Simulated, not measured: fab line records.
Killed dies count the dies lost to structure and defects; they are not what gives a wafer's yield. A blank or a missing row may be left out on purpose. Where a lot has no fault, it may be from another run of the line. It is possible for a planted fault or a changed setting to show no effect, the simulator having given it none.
What tool caused it? / flow gf180mcu / 6 lots, 18 wafers sampled, at 1 step of a route of 602

== WHAT THE GAUGES SHOWED, per wafer ==
GF_MIM_THK_MEAS_11: measures by xrf.
lot=L767; measured=day 25 07:31; on=film_metro-03; MIM_ALCU_THK (nm)=203 204 202
lot=L766; measured=day 25 10:58; on=film_metro-04; MIM_ALCU_THK (nm)=202 200 199
lot=L770; measured=day 26 05:31; on=film_metro-03; MIM_ALCU_THK (nm)=200 201 200
lot=L774; measured=day 27 10:19; on=film_metro-04; MIM_ALCU_THK (nm)=206 206 207
lot=L778; measured=day 28 21:50; on=film_metro-04; MIM_ALCU_THK (nm)=209 209 204
lot=L785; measured=day 30 17:16; on=film_metro-03; MIM_ALCU_THK (nm)=204 200 205

== WHAT TOOL EACH LOT RAN ON (gives the tool, then ch and the chambers of the sampled wafers, and finally the start) ==
No process step before these readings appears in the record.

== THE ANSWER, worked out from the rows above alone ==
Rule: what is usual is taken from the lots themselves. Put in order of their means at a reading, lots are off if they are a third of the lots or fewer, leave a main group of 4 or more, and stand apart from it by a gap of 3 or more times the standard deviation of the main group's means; of several such gaps the widest counts. The tables above print the reading to a certain number of digits; a main group whose means all agree to those digits is not used. A lot without any number at a reading at which 4 lots or more have one is off too. Any other lot the step has rows for is counted as sound.
Across all readings shown, no lot is off: no conclusion can be drawn from this.

== WHAT THE SIMULATOR PUT IN ==
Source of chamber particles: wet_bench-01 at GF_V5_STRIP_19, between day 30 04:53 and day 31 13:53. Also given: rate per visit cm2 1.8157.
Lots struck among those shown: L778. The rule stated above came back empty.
